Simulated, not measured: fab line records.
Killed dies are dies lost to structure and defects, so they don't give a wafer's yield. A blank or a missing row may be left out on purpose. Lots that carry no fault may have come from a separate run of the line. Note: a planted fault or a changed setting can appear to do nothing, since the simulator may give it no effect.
Which tool is to blame? / flow sky130 / 12 lots with 36 wafers sampled at 5 steps, on a route of 708 steps

WHAT EACH GAUGE READ, for each wafer
SKY_POLY_GATE_OVL_MEAS_14. Usual: for POLY_GATE_OVL the level is 0 nm and the standard deviation is 5.2.
lot=L442; measured=day 15 22:51; on=overlay-02; POLY_GATE_OVL (nm)=-5 -2 -5; flag=
lot=L443; measured=day 16 16:18; on=overlay-01; POLY_GATE_OVL (nm)=-7 -2 -5; flag=
lot=L444; measured=day 16 22:02; on=overlay-02; POLY_GATE_OVL (nm)=8 8 6; flag=
lot=L446; measured=day 17 21:49; on=overlay-02; POLY_GATE_OVL (nm)=-7 -1 -2; flag=
lot=L447; measured=day 18 08:12; on=overlay-01; POLY_GATE_OVL (nm)=4 4 -3; flag=
lot=L449; measured=day 18 23:07; on=overlay-02; POLY_GATE_OVL (nm)=-1 1 5; flag=
lot=L455; measured=day 21 07:12; on=overlay-02; POLY_GATE_OVL (nm)=0 -1 8; flag=
lot=L458; measured=day 22 18:53; on=overlay-01; POLY_GATE_OVL (nm)=5 5 11; flag=
lot=L459; measured=day 22 22:26; on=overlay-01; POLY_GATE_OVL (nm)=-2 1 -3; flag=
lot=L460; measured=day 23 07:38; on=overlay-01; POLY_GATE_OVL (nm)=7 0 5; flag=
lot=L463; measured=day 24 01:27; on=overlay-02; POLY_GATE_OVL (nm)=-2 3 -6; flag=
lot=L465; measured=day 25 09:17; on=overlay-02; POLY_GATE_OVL (nm)=-4 -2 5; flag=

SKY_LDD_HVN_OVL_MEAS_07. Usual: for LDD_HVN_OVL the level is 0.3 nm and the standard deviation is 1.6.
lot=L442; measured=day 19 19:29; on=overlay-01; LDD_HVN_OVL (nm)=-0.1 1.1 2.1; flag=
lot=L443; measured=day 20 17:06; on=overlay-02; LDD_HVN_OVL (nm)=-1.3 -0.2 -1.3; flag=
lot=L444; measured=day 20 20:41; on=overlay-01; LDD_HVN_OVL (nm)=1.1 0.3 0.3; flag=
lot=L446; measured=day 22 00:38; on=overlay-01; LDD_HVN_OVL (nm)=-0.2 1.5 0.9; flag=
lot=L447; measured=day 22 09:48; on=overlay-01; LDD_HVN_OVL (nm)=-0.7 -1.0 0.8; flag=
lot=L449; measured=day 22 23:53; on=overlay-02; LDD_HVN_OVL (nm)=4.1 4.9 3.9; flag=
lot=L455; measured=day 25 06:14; on=overlay-01; LDD_HVN_OVL (nm)=-1.2 0.5 -0.1; flag=
lot=L458; measured=day 26 14:20; on=overlay-01; LDD_HVN_OVL (nm)=0.5 0.8 0.4; flag=
lot=L459; measured=day 26 19:41; on=overlay-01; LDD_HVN_OVL (nm)=-0.4 1.6 1.2; flag=
lot=L460; measured=day 27 03:32; on=overlay-02; LDD_HVN_OVL (nm)=2.9 2.7 0.8; flag=
lot=L463; measured=day 27 20:28; on=overlay-02; LDD_HVN_OVL (nm)=1.4 -0.4 1.8; flag=
lot=L465; measured=day 29 02:29; on=overlay-02; LDD_HVN_OVL (nm)=0.0 3.3 2.0; flag=

SKY_LDD_HVP_TW_MEAS_10. Usual: for LDD_HVP_TW the level is 460 and the standard deviation is 5.1.
lot=L442; measured=day 21 03:25; on=film metro-01; LDD_HVP_TW=461 460 461; flag=
lot=L443; measured=day 21 23:50; on=film metro-01; LDD_HVP_TW=460 463 461; flag=
lot=L444; measured=day 22 03:34; on=film metro-03; LDD_HVP_TW=461 463 463; flag=
lot=L446; measured=day 23 08:07; on=film metro-03; LDD_HVP_TW=416 417 415; flag=OFF
lot=L447; measured=day 23 17:03; on=film metro-03; LDD_HVP_TW=417 416 419; flag=OFF
lot=L449; measured=day 24 07:40; on=film metro-02; LDD_HVP_TW=451 454 456; flag=
lot=L455; measured=day 26 11:46; on=film metro-02; LDD_HVP_TW=454 454 455; flag=
lot=L458; measured=day 27 20:43; on=film metro-02; LDD_HVP_TW=459 456 459; flag=
lot=L459; measured=day 28 01:10; on=film metro-01; LDD_HVP_TW=459 461 460; flag=
lot=L460; measured=day 28 08:31; on=film metro-02; LDD_HVP_TW=453 457 451; flag=
lot=L463; measured=day 29 01:43; on=film metro-03; LDD_HVP_TW=467 466 464; flag=
lot=L465; measured=day 30 06:51; on=film metro-03; LDD_HVP_TW=467 465 464; flag=

TOOL THAT RAN EACH LOT (tool first, then ch and the chambers of the sampled wafers, then the start)
lot=L442; SKY_POLY_GATE_ETCH_15=rie diel-01 ch 0,3, day 15 22:53; SKY_LDD_HVP_IMPLANT_08=implanter-03 ch 0, day 21 03:10
lot=L443; SKY_POLY_GATE_ETCH_15=rie diel-01 ch 1,2,3, day 16 16:19; SKY_LDD_HVP_IMPLANT_08=implanter-03 ch 0, day 21 23:38
lot=L444; SKY_POLY_GATE_ETCH_15=rie diel-03 ch 0,3, day 16 22:04; SKY_LDD_HVP_IMPLANT_08=implanter-04 ch 0, day 22 03:19
lot=L446; SKY_POLY_GATE_ETCH_15=rie diel-04 ch 0,2,3, day 17 21:50; SKY_LDD_HVP_IMPLANT_08=implanter-03 ch 0, day 23 07:54
lot=L447; SKY_POLY_GATE_ETCH_15=rie diel-04 ch 0,1,2, day 18 08:13; SKY_LDD_HVP_IMPLANT_08=implanter-03 ch 0, day 23 16:50
lot=L449; SKY_POLY_GATE_ETCH_15=rie diel-01 ch 0,1,2, day 18 23:08; SKY_LDD_HVP_IMPLANT_08=implanter-04 ch 0, day 24 07:27
lot=L455; SKY_POLY_GATE_ETCH_15=rie diel-01 ch 0,2,3, day 21 07:14; SKY_LDD_HVP_IMPLANT_08=implanter-02 ch 0, day 26 11:31
lot=L458; SKY_POLY_GATE_ETCH_15=rie diel-04 ch 0,3, day 22 18:55; SKY_LDD_HVP_IMPLANT_08=implanter-04 ch 0, day 27 20:28
lot=L459; SKY_POLY_GATE_ETCH_15=rie diel-01 ch 0,1,3, day 22 22:28; SKY_LDD_HVP_IMPLANT_08=implanter-03 ch 0, day 28 00:56
lot=L460; SKY_POLY_GATE_ETCH_15=rie diel-04 ch 1,3, day 23 07:40; SKY_LDD_HVP_IMPLANT_08=implanter-03 ch 0, day 28 08:17
lot=L463; SKY_POLY_GATE_ETCH_15=rie diel-01 ch 0,2,3, day 24 01:29; SKY_LDD_HVP_IMPLANT_08=implanter-03 ch 0, day 29 01:28
lot=L465; SKY_POLY_GATE_ETCH_15=rie diel-04 ch 1,2,3, day 25 09:19; SKY_LDD_HVP_IMPLANT_08=implanter-04 ch 0, day 30 06:36
- SKY_POLY_GATE_ETCH_15: etches BARC in N2/H2, stops on SiO2, time 118.5 s, target depth 110 nm.
- SKY_LDD_HVP_IMPLANT_08

WHAT THE TOOLS THEMSELVES READ (means of the sampled wafers that have a number; where no wafer has one, the mark that the record gives instead)
SKY_POLY_GATE_ETCH_15. Usual: drypump motor current A 5.6 A, standard deviation 0.48; oes product au 0.716 a.u., standard deviation 0.0046; rf fwd power W 482.5 W, standard deviation 1.7; throttle valve pct 13.212 %, standard deviation 0.009.
lot=L442; tool=rie diel-01; drypump motor current A (A)=5.8; oes product au (a.u.)=0.714; rf fwd power W (W)=484.3; throttle valve pct (%)=13.217; flag=
lot=L443; tool=rie diel-01; drypump motor current A (A)=6.3; oes product au (a.u.)=0.714; rf fwd power W (W)=481.6; throttle valve pct (%)=13.212; flag=
lot=L444; tool=rie diel-03; drypump motor current A (A)=5.5; oes product au (a.u.)=0.714; rf fwd power W (W)=483.4; throttle valve pct (%)=13.210; flag=
lot=L446; tool=rie diel-04; drypump motor current A (A)=5.4; oes product au (a.u.)=0.717; rf fwd power W (W)=480.0; throttle valve pct (%)=13.219; flag=
lot=L447; tool=rie diel-04; drypump motor current A (A)=5.7; oes product au (a.u.)=0.723; rf fwd power W (W)=482.5; throttle valve pct (%)=13.218; flag=
lot=L449; tool=rie diel-01; drypump motor current A (A)=6.1; oes product au (a.u.)=0.716; rf fwd power W (W)=482.1; throttle valve pct (%)=13.215; flag=
lot=L455; tool=rie diel-01; drypump motor current A (A)=5.9; oes product au (a.u.)=0.716; rf fwd power W (W)=482.6; throttle valve pct (%)=13.202; flag=
lot=L458; tool=rie diel-04; drypump motor current A (A)=5.0; oes product au (a.u.)=0.712; rf fwd power W (W)=481.7; throttle valve pct (%)=13.215; flag=
lot=L459; tool=rie diel-01; drypump motor current A (A)=6.0; oes product au (a.u.)=0.719; rf fwd power W (W)=484.6; throttle valve pct (%)=13.205; flag=
lot=L460; tool=rie diel-04; drypump motor current A (A)=5.4; oes product au (a.u.)=0.714; rf fwd power W (W)=482.2; throttle valve pct (%)=13.216; flag=
lot=L463; tool=rie diel-01; drypump motor current A (A)=5.9; oes product au (a.u.)=0.717; rf fwd power W (W)=482.1; throttle valve pct (%)=13.209; flag=
lot=L465; tool=rie diel-04; drypump motor current A (A)=5.3; oes product au (a.u.)=0.725; rf fwd power W (W)=483.0; throttle valve pct (%)=13.216; flag=

SKY_LDD_HVP_IMPLANT_08. Usual: beam energy keV 20.000, standard deviation 0.007; tilt deg 17.896 degrees, standard deviation 0.019.
lot=L442; tool=implanter-03; beam energy keV=19.998; tilt deg (degrees)=17.907; flag=
lot=L443; tool=implanter-03; beam energy keV=19.998; tilt deg (degrees)=17.879; flag=
lot=L444; tool=implanter-04; beam energy keV=20.004; tilt deg (degrees)=17.891; flag=
lot=L446; tool=implanter-03; beam energy keV=19.996; tilt deg (degrees)=0.009; flag=OFF
lot=L447; tool=implanter-03; beam energy keV=20.005; tilt deg (degrees)=-0.014; flag=OFF
lot=L449; tool=implanter-04; beam energy keV=19.999; tilt deg (degrees)=17.890; flag=
lot=L455; tool=implanter-02; beam energy keV=19.996; tilt deg (degrees)=17.883; flag=
lot=L458; tool=implanter-04; beam energy keV=20.013; tilt deg (degrees)=17.904; flag=
lot=L459; tool=implanter-03; beam energy keV=20.004; tilt deg (degrees)=17.906; flag=
lot=L460; tool=implanter-03; beam energy keV=20.005; tilt deg (degrees)=17.900; flag=
lot=L463; tool=implanter-03; beam energy keV=19.996; tilt deg (degrees)=17.901; flag=
lot=L465; tool=implanter-04; beam energy keV=19.995; tilt deg (degrees)=17.911; flag=

THE ANSWER, worked out from the rows above alone
Rule: a lot is off if the mean of its wafers that have a number lies more than 3 standard deviations from the usual mean. Also off: a lot with no number at a reading for which 4 or more lots have one. Any other lot the step has rows for is counted as sound. After the gauges, taken in route order, come the tools' own readings; for these a lot's mean is taken, as printed above. At the first step where some lot is off, the reading lying furthest off is the one used; lots without a number count as furthest.
Off: at SKY_LDD_HVP_TW_MEAS_10 (LDD_HVP_TW), L446, L447.
A tool fits if, at a process step before that reading, it ran every lot that is off, and no sound lot after the first of them. Not tried: the gauges at SKY_LDD_HVP_TW_MEAS_10; whatever is off there is also off at SKY_LDD_HVP_IMPLANT_08, on other tools, and gauge error can't account for it. No candidate that was tried fits.

WHAT THE SIMULATOR PUT IN
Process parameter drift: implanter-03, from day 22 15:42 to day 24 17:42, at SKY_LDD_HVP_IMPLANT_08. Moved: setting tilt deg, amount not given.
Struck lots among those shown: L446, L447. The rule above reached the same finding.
